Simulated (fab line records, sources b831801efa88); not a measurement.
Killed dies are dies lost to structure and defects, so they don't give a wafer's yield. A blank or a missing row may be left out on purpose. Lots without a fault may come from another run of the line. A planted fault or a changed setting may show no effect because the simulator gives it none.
A struck lot beside a sound one | flow sky130 | 14 steps out of a route of 708
Sound: wafers L330.1, L330.4, L330.5. Struck: wafers L342.2, L342.4, L342.5. The cause comes at the end.
At each step with rows: each side's tool, then ch and its chambers, then its first start. Under that, the readings that differ: sound wafers | struck wafers | difference of the means | sigmas: that difference in standard deviations of wafers without a fault.
alike: readings whose means differ by less than 2 such deviations, and words and numbers that are the same on both sides. not compared: withheld readings, readings that some wafer has no value for, bounds like >300 that may hide the same value, and numbers for which the record gives no deviation and whose values overlap.
The two part at a step that has a row with sigmas, a row that says differs or no value, or rows on one side only. Numbers that don't overlap but have no deviation are shown without sigmas and don't part them. A reading that every wafer of one side lacks parts them only if that side has two wafers or more.

SKY_VIA4_ETCH_12: etches SiO2 in C4F8/O2/Ar, stops on TiN, target depth 580 nm.
  sound on rie_diel-04 ch 2,3, day 44 14:53; struck on rie_diel-01 ch 1,3, day 47 06:25
  alike: oes_product_au, rf_fwd_power_W
then, 5 steps without rows for these wafers: SKY_VIA4_STRIP_13 (strips in O2/N2); SKY_VIA4_STRIP_14 (strips in post etch residue remover, time 1200 s); SKY_VIA4_CLEAN_15 (cleans in IPA, time 180 s); SKY_VIA4_CLEAN_16 (cleans in O3/DIW); SKY_VIA4_SPUTTER_17 (material TiN, target thk 20 nm, time 80 s).
SKY_VIA4_CVD_18: deposits W, target thk 505 nm, time 152.14 s.
  sound on cvd_w-02 ch 0,1, day 44 15:41; struck on cvd_w-02 ch 0,1, day 47 07:09
  alike: heater_power_outer_w, heater_power_w
SKY_VIA4_RS_MEAS_19: measures by four-point-probe.
  sound on film_metro-04, day 44 15:51; struck on film_metro-04, day 47 07:19
  alike: VIA4_W_RS
SKY_VIA4_THK_MEAS_20: measures by xrf.
  sound on film_metro-04, day 44 15:58; struck on film_metro-04, day 47 07:26
  alike: VIA4_W_THK
SKY_VIA4_CMP_21: polishes, stops on SiO2, t overpolish 25 s, target thk 0 nm.
  sound on cmp-01 ch 0,1,2, day 44 16:02; struck on cmp-02 ch 1,2,3, day 47 07:29
  alike: head_pressure_psi, motor_current_A, overpolish_run_s, slurry_filter_dp_kPa, time_to_endpoint_s
SKY_METAL5_SPUTTER_00: material Ti, target thk 15 nm, time 10 s.
  sound on pvd_sputter-02, day 44 16:20; struck on pvd_sputter-02, day 47 07:47
  alike: cathode_dc_power_W, chamber_pressure_pa, throttle_valve_pct
SKY_METAL5_SPUTTER_01: material TiN, target thk 20 nm, time 16.7 s.
  sound on pvd_sputter-02, day 44 16:21; struck on pvd_sputter-02, day 47 07:48
  alike: cathode_dc_power_W, chamber_pressure_pa, throttle_valve_pct
SKY_METAL5_SPUTTER_02: material AlCu, target thk 1150 nm, time 61.2 s.
  sound on pvd_sputter-02, day 44 16:22; struck on pvd_sputter-02, day 47 07:50
  reading                  | sound                | struck               | difference | sigmas
  chamber_pressure_pa (Pa) | 0.3988 0.4003 0.3980 | 0.3629 0.3630 0.3621 | -0.0364    | -43
  alike: cathode_dc_power_W, throttle_valve_pct
then, 1 step without rows for these wafers: SKY_METAL5_SPUTTER_03 (material Ti, target thk 5 nm, time 3.3 s).

WHERE THEY PART
Only at SKY_METAL5_SPUTTER_02, within this record.

WHY: what the simulator had put in
Process parameter drift: pvd_sputter-02, from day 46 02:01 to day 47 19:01, at SKY_METAL5_SPUTTER_02. Setting chamber_pressure_pa, moved by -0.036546, from 0.4. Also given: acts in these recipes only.
